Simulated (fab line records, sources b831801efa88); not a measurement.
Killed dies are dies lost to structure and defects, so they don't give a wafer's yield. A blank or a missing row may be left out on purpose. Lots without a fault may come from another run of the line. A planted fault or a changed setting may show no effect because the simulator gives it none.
fab line records | flow sky130
record lots=6 wafers=18 last_day=50
route steps=708 shown CONTACT@412 PAD_OPEN@708
lots that met no fault: from a run of the same line without faults
start_h: hours from the record's first day to the start of the lot's first wafer shown | wait_h: hours since the lot's step before | " the same as in the row above | L1.1+2: a row that stands for several wafers | - no value, or no start given | * or withheld: withheld | < > ~ a bound
route shown NAME@n: a module of which the file shows steps, and the number in the route of the first | usual: mean/standard deviation of fault-free wafers | same: alike in all rows | chamber/n: place in a boat | sites: the reading at each site | _std_site: their standard deviation | _edge_site: outer sites' mean less inner sites' | radius_mm: how far each site lies from the wafer's centre | mask NAME#n: copy n | behind: the tool/chamber that last shaped the wafer | hold: why the lot was held/for how many hours/how that ended | device: the transistor (n, p or np) that didn't switch | end of line: the same wafers' tests at the end of the route | a step without rows: its recipe alone | killed: dies lost to structure and defects at the first sort, not the wafer's yield | map: a wafer's dies, x killed, . not, _ none there
set.NAME: the setting as run; set.NAME@STEP: as run at that earlier step | model.NAME: the simulator's own value behind a step, which no gauge read
lots at some steps of the route; a table a step, a row a wafer
services: from which hour (start_h, from the record's first day; less than 0 if before it) a tool's chamber was out of use, for how many hours, and why
## steps
# step SKY_CONTACT_DEHYDRATE_06
# recipe temp_c=200 time_s=60
# step SKY_CONTACT_HMDS_07
# recipe prime_time_s=60 prime_temp_c=120
# step SKY_CONTACT_COAT_08
# recipe resist=BARC temp_c=withheld time_s=withheld spin_rpm=3000 resist_thk_nm=60
# step SKY_CONTACT_COAT_09
# recipe resist=KrF-thick spin_rpm=3000 resist_thk_nm=450
# step SKY_CONTACT_SOFTBAKE_10
# recipe temp_c=100 time_s=90 resist=KrF-thick
# step SKY_CONTACT_EXPOSE_11
# recipe mask_id=CTM1 na=0.8 source_shape=annular sigma_inner=0.55 sigma_outer=0.85 target_cd_nm=170 dose_mj=38
# step SKY_CONTACT_PEB_12
# recipe peb_temp_c=withheld peb_time_s=withheld resist=KrF-thick
# step SKY_CONTACT_DEVELOP_13
# recipe develop_time_s=60 resist=KrF-thick dev_temp_c=21
# step SKY_CONTACT_CD_MEAS_14
# recipe target_cd_nm=170
# usual cd_nm=169.7/1.8
# columns lot.wafer tool chamber start_h wait_h cd_nm
L256.3 cd_sem-01 - 797.92 - 169.3
L256.5 " - " " 169.7
L256.6 " - " " 170.1
L260.4 cd_sem-01 - 828.29 - 168.1
L260.5 " - " " 168.4
L260.6 " - " " 168.3
L265.3 cd_sem-02 - 866.58 - 168.2
L265.4 " - " " 168.4
L265.5 " - " " 167.3
L268.1 cd_sem-01 - 889.23 - 169.7
L268.3 " - " " 168.3
L268.4 " - " " 168.6
L270.2 cd_sem-02 - 906.55 - 168.9
L270.3 " - " " 170.3
L270.5 " - " " 170.4
L271.1 cd_sem-02 - 911.13 - 170.7
L271.3 " - " " 172.6
L271.4 " - " " 170.4
# step SKY_CONTACT_OVL_MEAS_15
# usual CONTACT_OVL=3/5.9
# columns lot.wafer tool chamber start_h wait_h CONTACT_OVL[nm]
L256.3 overlay-01 - 798.01 0.1 9
L256.5 " - " " 3
L256.6 " - " " 5
L260.4 overlay-02 - 828.36 0.1 -3
L260.5 " - " " 4
L260.6 " - " " 0
L265.3 overlay-01 - 866.67 0.1 8
L265.4 " - " " 5
L265.5 " - " " -5
L268.1 overlay-01 - 889.35 0.1 8
L268.3 " - " " 7
L268.4 " - " " -3
L270.2 overlay-01 - 906.65 0.1 4
L270.3 " - " " 9
L270.5 " - " " 2
L271.1 overlay-01 - 911.25 0.1 4
L271.3 " - " " 2
L271.4 " - " " 9
# step SKY_CONTACT_ETCH_16
# recipe chemistry=N2/H2 target=BARC ion_energy_ev=200 source_w=500 bias_w=100 pressure_mtorr=30 n2_flow_sccm=100 h2_flow_sccm=200 stop_on=SiO2 time_s=45.9 target_depth_a=600
# usual bias_w=100.0/0.31 drypump_motor_current_A=5.7/0.41 oes_product_au=0.855/0.0047 throttle_valve_pct=13.226/0.0093
# columns lot.wafer tool chamber start_h wait_h bias_w drypump_motor_current_A oes_product_au rf_hours_counter_h throttle_valve_pct
L256.3 rie_diel-03 3 798.04 0.0 100.0 5.9 0.858 14 13.223
L256.5 " 1 " " 99.8 6.0 0.855 - 13.222
L256.6 " 0 " " 100.0 5.1 0.850 - 13.224
L260.4 rie_diel-04 0 828.38 0.0 100.1 6.0 0.854 19 13.226
L260.5 " 1 " " 100.0 6.1 0.853 - 13.240
L260.6 " 2 " " 99.7 5.7 0.857 - 13.230
L265.3 rie_diel-04 3 866.69 0.0 99.4 5.6 0.851 13 13.224
L265.4 " 1 " " 100.4 6.2 0.854 17 13.231
L265.5 " 0 " " 99.6 6.0 0.856 - 13.234
L268.1 rie_diel-03 3 889.38 0.0 99.9 5.9 0.849 17 13.228
L268.3 " 1 " " 99.7 5.9 0.848 2 13.240
L268.4 " 2 " " 99.8 4.9 0.861 13 13.242
L270.2 rie_diel-03 1 906.68 0.0 100.0 6.0 0.858 2 13.232
L270.3 " 2 " " 100.8 4.9 0.857 13 13.220
L270.5 " 3 " " 99.8 5.9 0.857 - 13.207
L271.1 rie_diel-01 2 911.29 0.0 99.8 6.3 0.857 15 13.235
L271.3 " 0 " " 99.8 5.6 0.857 17 13.223
L271.4 " 3 " " 99.8 5.4 0.854 19 13.239
# step SKY_CONTACT_ETCH_17
# recipe target=SiO2 chemistry=C4F8/O2/Ar stop_on=Si3N4 mask_material=KrF-thick source_w=1500 bias_w=1200 pressure_mtorr=40 c4f8_flow_sccm=withheld O2_flow_sccm=6 Ar_flow_sccm=300 time_s=withheld target_depth_a=3400
# usual bias_w=1200/3.8 oes_product_au=0.891/0.0051
# columns lot.wafer tool chamber start_h wait_h bias_w oes_product_au
L256.3 rie_diel-03 3 798.08 0.0 1198 0.887
L256.5 " 1 " " 1199 0.886
L256.6 " 0 " " 1204 0.900
L260.4 rie_diel-04 0 828.42 0.0 1200 0.891
L260.5 " 1 " " 1205 0.892
L260.6 " 2 " " 1200 0.893
L265.3 rie_diel-04 3 866.74 0.0 1199 0.893
L265.4 " 1 " " 1202 0.897
L265.5 " 0 " " 1201 0.889
L268.1 rie_diel-03 3 889.42 0.0 1202 0.895
L268.3 " 1 " " 1202 0.886
L268.4 " 2 " " 1204 0.880
L270.2 rie_diel-03 1 906.72 0.0 1209 0.886
L270.3 " 2 " " 1202 0.887
L270.5 " 3 " " 1195 0.891
L271.1 rie_diel-01 2 911.33 0.0 1207 0.885
L271.3 " 0 " " 1206 0.888
L271.4 " 3 " " 1199 0.895
# step SKY_CONTACT_ETCH_18
# recipe target=Si3N4 chemistry=CHF3/O2 stop_on=TiN source_w=600 bias_w=200 pressure_mtorr=40 chf3_flow_sccm=50 O2_flow_sccm=5 time_s=39 target_depth_a=750
# usual bias_w=200.0/0.62 drypump_motor_current_A=5.7/0.41 oes_product_au=0.857/0.0071 throttle_valve_pct=8.792/0.0094
# columns lot.wafer tool chamber start_h wait_h bias_w drypump_motor_current_A oes_product_au rf_hours_counter_h throttle_valve_pct model.KrF-thick_of_CONTACT_COAT_09.thk_nm
L256.3 rie_diel-03 3 798 - 200.0 5.8 0.855 14 8.801 247.8
L256.5 " 1 " " 199.8 6.0 0.865 - 8.803 245.9
L256.6 " 0 " " 199.5 5.1 0.860 - 8.800 247.4
L260.4 rie_diel-04 0 828 - 200.5 6.0 0.866 19 8.786 242
L260.5 " 1 " " 200.3 6.2 0.861 - 8.810 240.4
L260.6 " 2 " " 200.6 5.7 0.860 - 8.799 241
L265.3 rie_diel-04 3 866 - 200.8 5.6 0.863 13 8.796 245.4
L265.4 " 1 " " 199.7 6.1 0.876 18 8.781 244.3
L265.5 " 0 " " 200.5 6.0 0.855 - 8.792 246.2
L268.1 rie_diel-03 3 889 - 199.4 5.9 0.847 17 8.792 245.3
L268.3 " 1 " " 198.1 6.0 0.849 2 8.786 243.2
L268.4 " 2 " " 160.5 4.9 0.853 13 8.811 249.4
L270.2 rie_diel-03 1 906 - 200.0 6.0 0.856 2 8.796 244.3
L270.3 " 2 " " 160.8 4.9 0.850 13 8.779 248.4
L270.5 " 3 " " 200.0 5.8 0.857 - 8.801 244.9
L271.1 rie_diel-01 2 911 - 199.4 6.3 0.851 15 8.795 240.2
L271.3 " 0 " " 200.6 5.6 0.856 17 8.799 238.6
L271.4 " 3 " " 200.1 5.5 0.861 19 8.773 237.9
# step SKY_CONTACT_STRIP_19
# recipe chemistry=O2/N2 power_w=1400 pressure_mtorr=1500 platen_temp_c=withheld o2_flow_sccm=3000 n2_flow_sccm=300 overash_fraction=0.5
# usual drypump_motor_current_A=5.9/0.36 oes_product_au=0.380/0.0047 strip_time_to_endpoint_s=3.614/0.029
# columns lot.wafer tool chamber start_h wait_h drypump_motor_current_A oes_product_au rf_hours_counter_h strip_time_to_endpoint_s
L256.3 plasma_asher-02 0 798.20 - 6.1 0.384 - 3.676
L256.5 " 1 " " 5.7 0.381 - 3.655
L256.6 " 0 " " 6.1 0.381 - 3.657
L260.4 plasma_asher-01 0 828.55 - 5.0 0.383 - 3.600
L260.5 " 1 " " 5.9 0.372 - 3.577
L260.6 " 0 " " 5.0 0.383 - 3.603
L265.3 plasma_asher-04 1 866.86 - 6.1 0.377 - 3.641
L265.4 " 0 " " 6.2 0.383 - 3.633
L265.5 " 0 " " 6.2 0.390 - 3.660
L268.1 plasma_asher-02 1 889.51 - 5.7 0.379 15 3.640
L268.3 " 0 " " 6.1 0.374 - 3.596
L268.4 " 1 " " 5.7 0.383 - 3.680
L270.2 plasma_asher-02 1 906.81 - 5.7 0.388 17 3.635
L270.3 " 0 " " 6.1 0.382 - 3.674
L270.5 " 1 " " 5.6 0.378 - 3.650
L271.1 plasma_asher-01 0 911.42 - 5.0 0.384 47 3.594
L271.3 " 0 " " 5.0 0.375 - 3.571
L271.4 " 1 " " 5.8 0.370 - 3.557
# step SKY_PAD_OPEN_PROBE_99
# usual killed_at_M0_to_M3=44/7.2 killed_at_M4_up=3.5/1.8 killed_at_contacts=25/5.1 killed_at_front_end=14/4.4 killed_at_other=0.4/0.58 killed_dies=87/9.1 killed_open=48/6.9 killed_short=38/6.3
# same gross_dies=492 killed_at_back_side=0
# columns lot.wafer tool chamber start_h wait_h killed_at_M0_to_M3 killed_at_M4_up killed_at_contacts killed_at_front_end killed_at_other killed_dies killed_open killed_short
L256.3 prober-02 - 1124.80 0.2 35 3 28 15 0 81 53 28
L256.5 prober-02 - 1124.90 0.2 44 2 21 16 0 83 37 46
L256.6 prober-02 - 1124.95 0.2 49 6 30 11 0 96 45 51
L260.4 prober-01 - 1147.21 0.2 39 2 32 21 0 94 55 39
L260.5 prober-01 - 1147.26 0.2 33 2 22 19 2 78 42 36
L260.6 prober-01 - 1147.31 0.2 42 3 19 13 0 77 40 36
L265.3 prober-02 - 1172.45 0.2 44 5 34 13 0 96 55 40
# killed by level:class
L256.3 CONTACT:geometric_particle:open=14 LI_CONTACT:geometric_particle:open=8 VIA1:geometric_particle:open=6 VIA2:geometric_particle:open=6 VIA1:geometric_particle:short=5 POLY_GATE:geometric_particle:short=4 POLY_GATE:geometric_particle:open=4 LOCAL_INTERCONNECT:geometric_particle:short=4
L256.5 CONTACT:geometric_particle:open=8 FIELD_ISO:geometric_particle:open=6 VIA1:geometric_particle:open=6 VIA2:geometric_particle:open=6 VIA2:geometric_particle:short=6 POLY_GATE:geometric_particle:short=5 LOCAL_INTERCONNECT:geometric_particle:short=5 VIA3:geometric_particle:short=5
L256.6 CONTACT:geometric_particle:open=11 VIA1:geometric_particle:open=9 VIA2:geometric_particle:open=8 VIA1:geometric_particle:short=7 METAL1:geometric_particle:short=6 VIA3:geometric_particle:open=6 METAL4:geometric_particle:short=6 LOCAL_INTERCONNECT:geometric_particle:short=5
L260.4 CONTACT:geometric_particle:open=13 VIA1:geometric_particle:open=11 LI_CONTACT:geometric_particle:open=9 METAL1:geometric_particle:short=9 FIELD_ISO:geometric_particle:short=8 POLY_GATE:geometric_particle:open=6 CONTACT:geometric_particle:short=6 VIA2:geometric_particle:open=5
L260.5 LI_CONTACT:geometric_particle:open=8 METAL2:geometric_particle:short=7 VIA2:geometric_particle:open=7 FIELD_ISO:geometric_particle:open=6 CONTACT:geometric_particle:open=6 POLY_GATE:geometric_particle:short=5 CONTACT:geometric_particle:short=5 METAL1:geometric_particle:short=5
L260.6 VIA1:geometric_particle:open=9 LI_CONTACT:geometric_particle:open=8 METAL1:geometric_particle:short=8 METAL2:geometric_particle:short=8 VIA2:geometric_particle:open=7 FIELD_ISO:geometric_particle:open=3 POLY_GATE:geometric_particle:open=3 POLY_GATE:geometric_particle:short=3
L265.3 CONTACT:geometric_particle:open=16 METAL1:geometric_particle:short=9 LI_CONTACT:geometric_particle:open=8 VIA1:geometric_particle:open=7 VIA2:geometric_particle:open=7 POLY_GATE:geometric_particle:open=6 METAL2:geometric_particle:short=6 VIA3:geometric_particle:open=5
## services
# columns tool chamber start_h hours kind
rie_diel-03 2 775.10 4.0 repair
rie_diel-03 - 785.58 0.4 repair
rie_diel-03 3 791.45 4.2 repair
rie_diel-01 - 798.92 2.8 pm
rie_diel-04 2 803.17 4.4 repair
rie_diel-03 1 828.35 - clean
rie_diel-03 1 828.35 17.0 scheduled_down
rie_diel-03 1 828.35 17.0 vent_cycle
rie_diel-04 3 831.10 4.7 repair
rie_diel-03 3 857.60 4.2 repair
plasma_asher-01 - 858.16 7.7 repair
rie_diel-01 0 890.36 3.6 repair
## key
first_sign step=SKY_CONTACT_ETCH_18 reading=bias_w direction=down sigmas=64 usual=200.0 struck=160.7
effect none on later readings
model_effect step=SKY_CONTACT_ETCH_18 value=KrF-thick_of_CONTACT_COAT_09.thk_nm without=243.2 struck=248.9
met_at SKY_CONTACT_ETCH_18
struck_wafers L268.4,L270.3
tester_left_out L268,L270
fault kind=process_parameter_drift tool=rie_diel-03 chamber=2 onset_h=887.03 steps=SKY_CONTACT_ETCH_18 channel=bias_w offset=-38.659 shape=step end_h=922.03 acts_in=these_recipes_only stated=200
# tester_left_out: of these lots the tester's yield and bins aren't shown, on N5 and GAA mostly nor the transistor test; their killed dies are dies lost to structure and defects alone, not to doping, threshold or leakage, so they don't give the yield
